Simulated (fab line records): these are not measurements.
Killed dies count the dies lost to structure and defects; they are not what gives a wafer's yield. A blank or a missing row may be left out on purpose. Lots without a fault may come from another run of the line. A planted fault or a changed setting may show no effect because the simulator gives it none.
fab line records	flow sky130
[record] lots = 24	wafers = 72	last_day = 50
route steps=708 shown VT_ADJUST_LVTN@115 CONTACT@410 VIA1@459 VIA2@527 VIA3@588
lots that met no fault: taken from a fault-free run of the same line
start_h: start of the lot's first displayed wafer, in hours after the record's first day	wait_h: how many hours have passed since the lot's step before this one	" same as the row above	L1.1+2: a row that stands for several wafers	- either no value or no given start	* or withheld: withheld	< > ~ a bound
route shown NAME@n: a module of which the file shows steps, and the number in the route of the first	usual: the fault-free wafers' mean and standard deviation	same: alike in all rows	chamber/n: place in a boat	sites: each site's reading	_std_site: the values' standard deviation	_edge_site: the outer-site mean with the inner-site mean subtracted	radius_mm: for every site, how far away it sits from the centre of the wafer	mask NAME#n: copy n	behind: the tool/chamber that last shaped the wafer	hold: what put the lot on hold/how long, in hours/how the hold closed	device: the n, p or np transistor that did not switch	end of line: the route-end tests of the same wafers	where a step has no rows: the recipe by itself	killed: the dies lost at the first sort to structure and to defects; this is not the yield of the wafer	map: per-die view of a wafer (x killed, . not killed, _ where there is no die)
set.NAME: the setting the step ran with; set.NAME@STEP: the setting that earlier step ran with	model.NAME: the simulator's own value behind a step, which no gauge read
steps of the route over a sample of lots; a table a step, a row a wafer
services: the hour from which a tool's chamber was out of use, counted from the record's first day as start_h (under 0 if before that day), plus the number of hours and why
[[steps]]
[step SKY_VT_ADJUST_LVTN_OVL_MEAS_18]
[usual] VT_ADJUST_LVTN_01_OVL = 0.9/1.4
lot.wafer	tool	chamber	start_h	wait_h	VT_ADJUST_LVTN_01_OVL[nm]
L074.4	overlay-02	-	166.55	0.1	2.8
L074.5	"	-	"	"	2.7
L074.6	"	-	"	"	1.0
L075.1	overlay-02	-	181.28	0.1	0.5
L075.2	"	-	"	"	2.0
L075.6	"	-	"	"	0.3
L076.1	overlay-02	-	193.76	0.1	3.1
L076.4	"	-	"	"	1.3
L076.6	"	-	"	"	1.4
L078.2	overlay-01	-	197.49	0.1	1.6
L078.5	"	-	"	"	-0.5
L078.6	"	-	"	"	-1.3
L077.4	overlay-02	-	198.03	0.1	1.2
L077.5	"	-	"	"	2.2
L077.6	"	-	"	"	2.5
L079.2	overlay-02	-	210.78	0.1	-2.8
L079.4	"	-	"	"	-1.5
L079.6	"	-	"	"	0.7
L080.2	overlay-02	-	226.03	0.1	0.6
L080.4	"	-	"	"	0.3
L080.5	"	-	"	"	-1.4
L082.1	overlay-01	-	228.76	0.1	1.3
L082.5	"	-	"	"	2.5
L082.6	"	-	"	"	2.5
L081.3	overlay-02	-	228.84	0.1	1.9
L081.5	"	-	"	"	2.0
L081.6	"	-	"	"	3.3
L083.2	overlay-01	-	230.04	0.1	0.9
L083.3	"	-	"	"	1.1
L083.4	"	-	"	"	2.0
L084.2	overlay-01	-	241.01	0.1	1.0
L084.3	"	-	"	"	0.8
L084.5	"	-	"	"	-0.2
L086.2	overlay-01	-	248.88	0.1	1.0
L086.4	"	-	"	"	2.6
L086.5	"	-	"	"	1.9
L085.2	overlay-02	-	249.48	0.1	2.7
L085.3	"	-	"	"	0.3
L085.4	"	-	"	"	0.7
L087.1	overlay-01	-	250.73	0.1	0.6
L087.4	"	-	"	"	-1.2
L087.6	"	-	"	"	1.0
L088.1	overlay-02	-	263.93	0.1	2.8
L088.4	"	-	"	"	1.4
L088.5	"	-	"	"	2.0
L089.3	overlay-01	-	266.19	0.1	-0.7
L089.4	"	-	"	"	1.8
L089.6	"	-	"	"	3.2
L090.3	overlay-02	-	272.49	0.1	-0.9
L090.4	"	-	"	"	-1.6
L090.5	"	-	"	"	-0.8
L091.2	overlay-02	-	282.81	0.1	2.2
L091.3	"	-	"	"	-0.2
L091.6	"	-	"	"	-0.8
L092.3	overlay-01	-	293.64	0.1	1.8
L092.5	"	-	"	"	-1.1
L092.6	"	-	"	"	3.1
L094.1	overlay-02	-	299.67	0.1	4.3
L094.3	"	-	"	"	2.8
L094.5	"	-	"	"	2.6
L093.1	overlay-02	-	300.29	0.1	2.4
L093.2	"	-	"	"	1.8
L093.4	"	-	"	"	1.4
L095.2	overlay-02	-	305.84	0.1	-2.1
L095.3	"	-	"	"	-1.2
L095.5	"	-	"	"	-3.1
L096.1	overlay-02	-	308.56	0.1	0.1
L096.2	"	-	"	"	-0.5
L096.4	"	-	"	"	1.2
L097.1	overlay-02	-	320.58	0.1	-0.1
L097.4	"	-	"	"	1.1
L097.5	"	-	"	"	-0.8
[step SKY_CONTACT_CMP_04]
[recipe] material = SiO2	down_force_psi = 4	platen_rpm = 60	pad_velocity_m_s = 0.94248
[usual] motor_current_A = 11.9/0.98	time_to_endpoint_s = 80/6.1
lot.wafer	tool	chamber	start_h	wait_h	motor_current_A	time_to_endpoint_s
L074.4	cmp-01	3	713.45	0.2	13.3	90
L074.6	"	0	"	"	11.0	85
L074.5	"	1	"	"	12.7	81
L075.2	cmp-01	0	727.41	0.3	11.6	95
L075.1	"	1	"	"	12.8	83
L075.6	"	2	"	"	11.0	87
L076.4	cmp-01	2	740.96	0.1	10.7	87
L076.1	"	0	"	"	11.1	84
L076.6	"	1	"	"	13.1	84
L077.4	cmp-01	1	744.74	0.1	12.0	87
L077.5	"	0	"	"	11.6	89
L077.6	"	1	"	"	12.7	80
L078.2	cmp-01	1	749.34	3.7	12.6	82
L078.5	"	0	"	"	11.3	85
L078.6	"	1	"	"	13.2	85
L079.2	cmp-02	1	764.19	0.2	11.7	75
L079.4	"	3	"	"	12.5	71
L079.6	"	2	"	"	12.1	73
L080.2	cmp-02	1	783.31	0.0	12.5	76
L080.4	"	3	"	"	12.2	71
L080.5	"	1	"	"	11.5	80
L082.1	cmp-01	0	784.51	0.1	11.6	78
L082.6	"	2	"	"	10.5	79
L082.5	"	3	"	"	13.5	81
L081.3	cmp-02	2	788.39	0.1	12.1	76
L081.6	"	0	"	"	10.5	77
L081.5	"	1	"	"	11.7	79
L083.3	cmp-02	1	793.34	0.0	12.1	86
L083.2	"	3	"	"	13.3	76
L083.4	"	0	"	"	11.2	73
L084.3	cmp-02	2	804.99	0.0	12.5	81
L084.2	"	1	"	"	11.6	86
L084.5	"	3	"	"	12.2	76
L086.4	cmp-02	1	807.04	0.0	11.7	87
L086.2	"	0	"	"	10.9	74
L086.5	"	1	"	"	11.6	84
L087.4	cmp-01	3	808.94	0.1	12.8	83
L087.1	"	0	"	"	11.3	84
L087.6	"	1	"	"	12.7	77
L085.3	cmp-02	1	808.96	0.1	11.8	84
L085.4	"	2	"	"	12.3	71
L085.2	"	3	"	"	12.2	74
L088.1	cmp-02	1	820.22	0.1	11.4	86
L088.4	"	0	"	"	10.8	78
L088.5	"	1	"	"	12.4	85
L089.3	cmp-01	0	828.42	0.0	10.8	82
L089.4	"	1	"	"	13.4	76
L089.6	"	0	"	"	11.4	82
L090.3	cmp-01	2	830.21	0.1	11.3	84
L090.4	"	0	"	"	12.2	78
L090.5	"	2	"	"	10.3	81
L091.2	cmp-01	2	846.39	0.1	10.0	87
L091.3	"	3	"	"	13.5	83
L091.6	"	1	"	"	13.4	70
L092.3	cmp-01	1	854.29	0.0	13.1	79
L092.6	"	1	"	"	13.1	76
L092.5	"	2	"	"	11.0	87
L094.1	cmp-01	3	857.20	0.1	13.2	79
L094.3	"	2	"	"	10.8	84
L094.5	"	0	"	"	11.6	80
L093.2	cmp-01	3	859.40	0.1	13.1	84
L093.1	"	0	"	"	11.3	83
L093.4	"	1	"	"	13.1	83
L095.3	cmp-02	1	871.07	0.0	11.4	79
L095.2	"	2	"	"	11.5	73
L095.5	"	2	"	"	12.0	76
L096.1	cmp-02	0	872.71	0.1	10.7	76
L096.4	"	2	"	"	12.5	73
L096.2	"	3	"	"	12.0	71
L097.4	cmp-02	0	880.42	0.0	10.7	68
L097.1	"	1	"	"	11.3	82
L097.5	"	1	"	"	11.5	79
[step SKY_VIA1_THK_MEAS_01]
[recipe] reads = SiO2_of_VIA1_HDPCVD_00
[usual] VIA1_HDPCVD_THK = 1028/11
lot.wafer	tool	chamber	start_h	wait_h	VIA1_HDPCVD_THK[nm]
L074.4	film_metro-01	-	770.77	0.0	1046
L074.5	"	-	"	"	1030
L074.6	"	-	"	"	1043
L075.1	film_metro-01	-	784.58	0.1	1024
L075.2	"	-	"	"	1027
L075.6	"	-	"	"	1018
L076.1	film_metro-04	-	798.05	0.1	1033
L076.4	"	-	"	"	1022
L076.6	"	-	"	"	1031
L077.4	film_metro-01	-	802.33	0.0	1034
L077.5	"	-	"	"	1025
L077.6	"	-	"	"	1021
L078.2	film_metro-03	-	805.18	0.1	1028
L078.5	"	-	"	"	1002
L078.6	"	-	"	"	1023
L079.2	film_metro-01	-	820.85	0.1	1027
L079.4	"	-	"	"	1033
L079.6	"	-	"	"	1012
L080.2	film_metro-01	-	839.38	0.1	1027
L080.4	"	-	"	"	1042
L080.5	"	-	"	"	1039
L082.1	film_metro-04	-	839.59	0.1	1017
L082.5	"	-	"	"	1020
L082.6	"	-	"	"	1014
L081.3	film_metro-01	-	844.68	0.1	1030
L081.5	"	-	"	"	1017
L081.6	"	-	"	"	1007
L083.2	film_metro-03	-	849.49	0.1	1036
L083.3	"	-	"	"	1033
L083.4	"	-	"	"	1029
L084.2	film_metro-03	-	860.55	0.1	1029
L084.3	"	-	"	"	1008
L084.5	"	-	"	"	1029
L086.2	film_metro-03	-	862.22	0.1	1056
L086.4	"	-	"	"	1042
L086.5	"	-	"	"	1053
L087.1	film_metro-01	-	864.12	0.1	1020
L087.4	"	-	"	"	1023
L087.6	"	-	"	"	1005
L085.2	film_metro-03	-	864.83	0.1	1038
L085.3	"	-	"	"	1024
L085.4	"	-	"	"	1031
L088.1	film_metro-04	-	875.16	0.1	1030
L088.4	"	-	"	"	1020
L088.5	"	-	"	"	1037
L089.3	film_metro-01	-	884.07	0.1	1025
L089.4	"	-	"	"	1038
L089.6	"	-	"	"	1042
L090.3	film_metro-04	-	885.21	0.1	1030
L090.4	"	-	"	"	1023
L090.5	"	-	"	"	1018
L091.2	film_metro-04	-	900.73	0.1	1028
L091.3	"	-	"	"	1017
L091.6	"	-	"	"	1031
L092.3	film_metro-04	-	909.25	0.1	1033
L092.5	"	-	"	"	1033
L092.6	"	-	"	"	1055
L094.1	film_metro-03	-	911.66	0.1	1015
L094.3	"	-	"	"	1046
L094.5	"	-	"	"	1042
L093.1	film_metro-04	-	913.28	0.1	1036
L093.2	"	-	"	"	1029
L093.4	"	-	"	"	1044
L095.2	film_metro-01	-	924.39	0.1	1037
L095.3	"	-	"	"	1038
L095.5	"	-	"	"	1028
L097.1	film_metro-04	-	933.96	0.1	1035
L097.4	"	-	"	"	1031
L097.5	"	-	"	"	1028
L096.1	film_metro-01	-	936.11	0.1	1023
L096.2	"	-	"	"	1025
L096.4	"	-	"	"	1030
[step SKY_VIA1_STRIP_16]
[recipe] chemistry = O2/N2	power_w = 1400	pressure_mtorr = 1500	platen_temp_c = withheld	o2_flow_sccm = 3000	n2_flow_sccm = 300	overash_fraction = 0.5
[usual] drypump_motor_current_A = 5.9/0.38	oes_product_au = 0.416/0.0047	strip_time_to_endpoint_s = 4.463/0.026
lot.wafer	tool	chamber	start_h	wait_h	drypump_motor_current_A	oes_product_au	rf_hours_counter_h	strip_time_to_endpoint_s
L074.4	plasma_asher-03	1	798.59	0.1	6.1	0.413	-	4.461
L074.5	"	0	"	"	6.5	0.414	-	4.422
L074.6	"	1	"	"	6.1	0.418	-	4.467
L075.1	plasma_asher-03	1	812.12	0.0	6.0	0.413	99	4.477
L075.2	"	0	"	"	6.5	0.416	99	4.485
L075.6	"	0	"	"	6.5	0.412	-	4.485
L076.1	plasma_asher-02	1	825.90	0.0	5.6	0.417	40	4.491
L076.4	"	1	"	"	5.6	0.412	-	4.498
L076.6	"	0	"	"	5.6	0.425	-	4.503
L077.4	plasma_asher-04	0	829.31	0.1	6.1	0.407	-	4.501
L077.5	"	1	"	"	5.4	0.418	-	4.483
L077.6	"	0	"	"	6.1	0.418	-	4.457
L078.2	plasma_asher-04	1	831.77	0.0	5.3	0.417	9	4.503
L078.5	"	0	"	"	6.1	0.419	-	4.459
L078.6	"	1	"	"	5.4	0.422	-	4.480
L079.2	plasma_asher-03	1	847.60	0.0	6.1	0.422	103	4.446
L079.4	"	0	"	"	6.5	0.423	-	4.475
L079.6	"	1	"	"	6.1	0.417	-	4.447
L080.2	plasma_asher-03	1	865.60	0.0	6.1	0.417	105	4.472
L080.4	"	1	"	"	6.1	0.422	-	4.472
L080.5	"	0	"	"	6.5	0.414	-	4.459
L082.1	plasma_asher-03	0	866.52	0.0	6.5	0.420	105	4.497
L082.5	"	0	"	"	6.4	0.417	-	4.475
L082.6	"	1	"	"	6.1	0.414	-	4.486
L081.3	plasma_asher-04	1	871.14	0.1	5.3	0.415	-	4.473
L081.5	"	1	"	"	5.3	0.423	-	4.485
L081.6	"	0	"	"	6.0	0.420	-	4.489
L083.2	plasma_asher-04	1	876.73	0.0	5.4	0.422	14	4.469
L083.3	"	1	"	"	5.3	0.415	-	4.496
L083.4	"	0	"	"	6.0	0.418	-	4.424
L084.2	plasma_asher-02	1	886.83	0.0	5.6	0.416	46	4.446
L084.3	"	0	"	"	5.6	0.415	-	4.417
L084.5	"	0	"	"	5.6	0.409	-	4.454
L086.2	plasma_asher-03	1	888.95	0.0	6.0	0.410	107	4.439
L086.4	"	1	"	"	6.1	0.411	-	4.407
L086.5	"	0	"	"	6.5	0.413	-	4.431
L087.1	plasma_asher-03	0	890.73	0.0	6.5	0.422	108	4.463
L087.4	"	0	"	"	6.4	0.409	-	4.492
L087.6	"	1	"	"	6.0	0.411	-	4.453
L085.2	plasma_asher-02	1	891.70	0.0	5.6	0.410	47	4.420
L085.3	"	0	"	"	5.6	0.405	-	4.482
L085.4	"	1	"	"	5.6	0.422	-	4.479
L088.1	plasma_asher-02	0	900.98	0.0	5.6	0.419	48	4.440
L088.4	"	1	"	"	5.6	0.413	-	4.476
L088.5	"	1	"	"	5.6	0.419	-	4.474
L089.3	plasma_asher-02	1	910.29	0.1	5.6	0.416	-	4.433
L089.4	"	0	"	"	5.6	0.420	-	4.432
L089.6	"	0	"	"	5.6	0.408	-	4.394
L090.3	plasma_asher-02	1	910.94	0.1	5.6	0.417	-	4.417
L090.4	"	0	"	"	5.6	0.422	-	4.442
L090.5	"	0	"	"	5.6	0.416	-	4.467
L091.2	plasma_asher-03	0	926.33	0.0	6.5	0.423	111	4.457
L091.3	"	0	"	"	6.5	0.416	-	4.468
L091.6	"	0	"	"	6.5	0.410	-	4.445
L092.3	plasma_asher-03	0	934.16	0.1	6.5	0.419	-	4.488
L092.5	"	1	"	"	6.0	0.413	-	4.473
L092.6	"	0	"	"	6.5	0.419	-	4.421
L094.1	plasma_asher-02	0	936.95	0.0	5.6	0.409	50	4.464
L094.3	"	0	"	"	5.6	0.421	-	4.457
L094.5	"	1	"	"	5.6	0.418	-	4.451
L093.1	plasma_asher-04	1	938.60	0.0	5.4	0.419	20	4.458
L093.2	"	0	"	"	6.1	0.426	20	4.469
L093.4	"	0	"	"	6.1	0.414	-	4.448
L095.2	plasma_asher-02	1	949.30	0.0	5.6	0.414	51	4.470
L095.3	"	1	"	"	5.6	0.416	-	4.482
L095.5	"	1	"	"	5.6	0.415	-	4.446
L097.1	plasma_asher-02	1	958.78	0.0	5.6	0.417	52	4.488
L097.4	"	0	"	"	5.6	0.419	-	4.491
L097.5	"	0	"	"	5.6	0.421	-	4.476
L096.1	plasma_asher-03	0	961.00	0.0	6.5	0.418	114	4.466
L096.2	"	1	"	"	6.1	0.415	114	4.448
L096.4	"	0	"	"	6.5	0.412	-	4.434
[step SKY_VIA2_SPUTTER_20]
[recipe] material = TiN	target_thk_nm = 20	chamber_pressure_pa = 5	power_w = 4000	time_s = 80
[usual] throttle_valve_pct = 30.2/0.87
lot.wafer	tool	chamber	start_h	wait_h	throttle_valve_pct
L074.4	pvd_sputter-04	-	855.36	0.0	31.3
L074.5	"	-	"	"	29.8
L074.6	"	-	"	"	31.1
L075.1	pvd_sputter-01	-	868.41	0.0	30.0
L075.2	"	-	"	"	30.6
L075.6	"	-	"	"	30.0
L076.1	pvd_sputter-03	-	882.62	0.0	30.2
L076.4	"	-	"	"	28.4
L076.6	"	-	"	"	28.4
L077.4	pvd_sputter-01	-	885.34	0.0	30.0
L077.5	"	-	"	"	30.7
L077.6	"	-	"	"	29.8
L078.2	pvd_sputter-01	-	887.38	0.0	30.8
L078.5	"	-	"	"	30.2
L078.6	"	-	"	"	30.1
L079.2	pvd_sputter-04	-	902.13	0.0	31.3
L079.4	"	-	"	"	29.9
L079.6	"	-	"	"	29.6
L080.2	pvd_sputter-01	-	919.83	0.0	30.7
L080.4	"	-	"	"	30.9
L080.5	"	-	"	"	30.2
L082.1	pvd_sputter-01	-	920.78	0.0	30.4
L082.5	"	-	"	"	30.4
L082.6	"	-	"	"	29.9
L081.3	pvd_sputter-04	-	925.18	0.0	31.0
L081.5	"	-	"	"	31.2
L081.6	"	-	"	"	31.4
L083.2	pvd_sputter-03	-	930.55	0.0	28.6
L083.3	"	-	"	"	30.7
L083.4	"	-	"	"	28.6
L084.2	pvd_sputter-04	-	939.73	0.0	31.1
L084.3	"	-	"	"	31.5
L084.5	"	-	"	"	29.6
L086.2	pvd_sputter-04	-	942.08	0.0	31.3
L086.4	"	-	"	"	31.0
L086.5	"	-	"	"	30.9
L087.1	pvd_sputter-03	-	943.60	0.0	30.6
L087.4	"	-	"	"	28.2
L087.6	"	-	"	"	28.6
L085.2	pvd_sputter-01	-	945.43	0.0	29.9
L085.3	"	-	"	"	30.5
L085.4	"	-	"	"	30.2
L088.1	pvd_sputter-04	-	953.70	0.0	31.2
L088.4	"	-	"	"	31.4
L088.5	"	-	"	"	29.8
L089.3	pvd_sputter-03	-	962.54	0.0	30.7
L089.4	"	-	"	"	28.6
L089.6	"	-	"	"	30.8
L090.3	pvd_sputter-04	-	962.73	0.0	31.0
L090.4	"	-	"	"	31.5
L090.5	"	-	"	"	31.0
L091.2	pvd_sputter-03	-	977.78	0.0	30.1
L091.3	"	-	"	"	30.8
L091.6	"	-	"	"	28.5
L092.3	pvd_sputter-01	-	986.48	0.0	30.6
L092.5	"	-	"	"	30.1
L092.6	"	-	"	"	30.9
L094.1	pvd_sputter-01	-	988.93	0.0	30.1
L094.3	"	-	"	"	30.6
L094.5	"	-	"	"	30.4
L093.1	pvd_sputter-03	-	990.26	0.0	28.6
L093.2	"	-	"	"	28.5
L093.4	"	-	"	"	30.2
L095.2	pvd_sputter-04	-	1000.63	0.0	31.1
L095.3	"	-	"	"	29.9
L095.5	"	-	"	"	31.2
L097.1	pvd_sputter-03	-	1009.30	0.0	30.7
L097.4	"	-	"	"	30.5
L097.5	"	-	"	"	28.5
L096.1	pvd_sputter-01	-	1011.84	0.0	30.4
L096.2	"	-	"	"	30.0
L096.4	"	-	"	"	30.8
[step SKY_VIA3_ETCH_15]
[recipe] target = SiO2	chemistry = C4F8/O2/Ar	target_depth_nm = 507	stop_on = TiN	mask_material = KrF-thick	source_w = 1500	bias_w = 1200	pressure_mtorr = 40	c4f8_flow_sccm = withheld	O2_flow_sccm = 6	Ar_flow_sccm = 300	time_s = 78
[usual] oes_product_au = 0.945/0.0048
lot.wafer	tool	chamber	start_h	wait_h	oes_product_au
L074.4	rie_diel-03	3	935.26	0.0	0.944
L074.5	"	3	"	"	0.951
L074.6	"	2	"	"	0.942
L075.1	rie_diel-02	3	946.07	0.0	0.951
L075.2	"	0	"	"	0.948
L075.6	"	1	"	"	0.948
L076.1	rie_diel-01	1	960.87	0.0	0.943
L076.4	"	3	"	"	0.944
L076.6	"	0	"	"	0.941
L077.4	rie_diel-03	3	962.37	0.0	0.940
L077.5	"	0	"	"	0.943
L077.6	"	1	"	"	0.945
L078.2	rie_diel-03	2	964.36	0.0	0.943
L078.5	"	1	"	"	0.942
L078.6	"	0	"	"	0.939
L079.2	rie_diel-01	3	977.86	0.0	0.946
L079.4	"	2	"	"	0.941
L079.6	"	0	"	"	0.937
L080.2	rie_diel-02	1	994.47	0.0	0.945
L080.4	"	2	"	"	0.954
L080.5	"	3	"	"	0.949
L082.1	rie_diel-02	0	995.36	0.0	0.950
L082.5	"	0	"	"	0.950
L082.6	"	3	"	"	0.938
L081.3	rie_diel-03	2	999.26	0.0	0.936
L081.5	"	2	"	"	0.943
L081.6	"	1	"	"	0.942
L083.2	rie_diel-01	2	1005.67	0.0	0.942
L083.3	"	0	"	"	0.939
L083.4	"	1	"	"	0.947
L084.2	rie_diel-03	1	1014.31	0.0	0.941
L084.3	"	0	"	"	0.947
L084.5	"	0	"	"	0.944
L086.2	rie_diel-02	0	1016.97	0.0	0.938
L086.4	"	1	"	"	0.938
L086.5	"	3	"	"	0.951
L087.1	rie_diel-02	1	1018.41	0.0	0.947
L087.4	"	3	"	"	0.943
L087.6	"	2	"	"	0.949
L085.2	rie_diel-02	0	1019.46	0.0	0.945
L085.3	"	3	"	"	0.932
L085.4	"	1	"	"	0.945
L088.1	rie_diel-02	2	1025.97	0.0	0.945
L088.4	"	0	"	"	0.947
L088.5	"	3	"	"	0.949
L089.3	rie_diel-03	0	1035.01	0.0	0.944
L089.4	"	1	"	"	0.948
L089.6	"	1	"	"	0.945
L090.3	rie_diel-01	2	1035.46	0.0	0.948
L090.4	"	1	"	"	0.936
L090.5	"	0	"	"	0.950
L091.2	rie_diel-03	3	1049.96	0.0	0.952
L091.3	"	0	"	"	0.950
L091.6	"	0	"	"	0.948
L092.3	rie_diel-02	2	1058.16	0.0	0.942
L092.5	"	2	"	"	0.953
L092.6	"	3	"	"	0.945
L094.1	rie_diel-03	1	1059.66	0.0	0.950
L094.3	"	2	"	"	0.940
L094.5	"	2	"	"	0.941
L093.1	rie_diel-01	0	1060.56	0.0	0.947
L093.2	"	3	"	"	0.947
L093.4	"	1	"	"	0.950
L095.2	rie_diel-02	3	1070.31	0.0	0.944
L095.3	"	2	"	"	0.947
L095.5	"	0	"	"	0.938
L097.1	rie_diel-03	2	1077.86	0.0	0.940
L097.4	"	0	"	"	0.948
L097.5	"	2	"	"	0.942
L096.1	rie_diel-02	3	1079.61	0.0	0.946
L096.2	"	0	"	"	0.950
L096.4	"	2	"	"	0.948
[[services]]
tool	chamber	start_h	hours	kind
rie_diel-02	0	710.51	2.8	repair
cmp-02	-	712.73	1.7	repair
rie_diel-02	3	714.86	30.1	repair
plasma_asher-02	-	722.65	2.8	pm
rie_diel-02	2	741.23	26.4	repair
cmp-01	-	744.99	4.0	pm
plasma_asher-03	-	759.75	3.0	repair
cmp-01	-	762.83	2.1	repair
rie_diel-02	3	768.55	8.6	repair
plasma_asher-03	-	786.92	8.3	repair
cmp-01	-	819.02	3.5	pm
cmp-02	-	905.69	4.5	repair
rie_diel-02	1	909.48	1.8	repair
cmp-02	-	912.99	1.0	repair
cmp-02	-	916.56	3.2	repair
cmp-01	-	918.87	0.9	repair
cmp-02	-	921.58	4.0	pm
rie_diel-02	2	943.11	6.7	repair
cmp-01	-	943.80	5.8	pm
cmp-02	-	988.56	3.0	repair
cmp-02	-	994.70	4.9	pm
rie_diel-02	-	1021.38	0.2	repair
cmp-02	-	1033.71	0.7	repair
plasma_asher-03	-	1055.31	9.0	pm
[[key]]
fault none
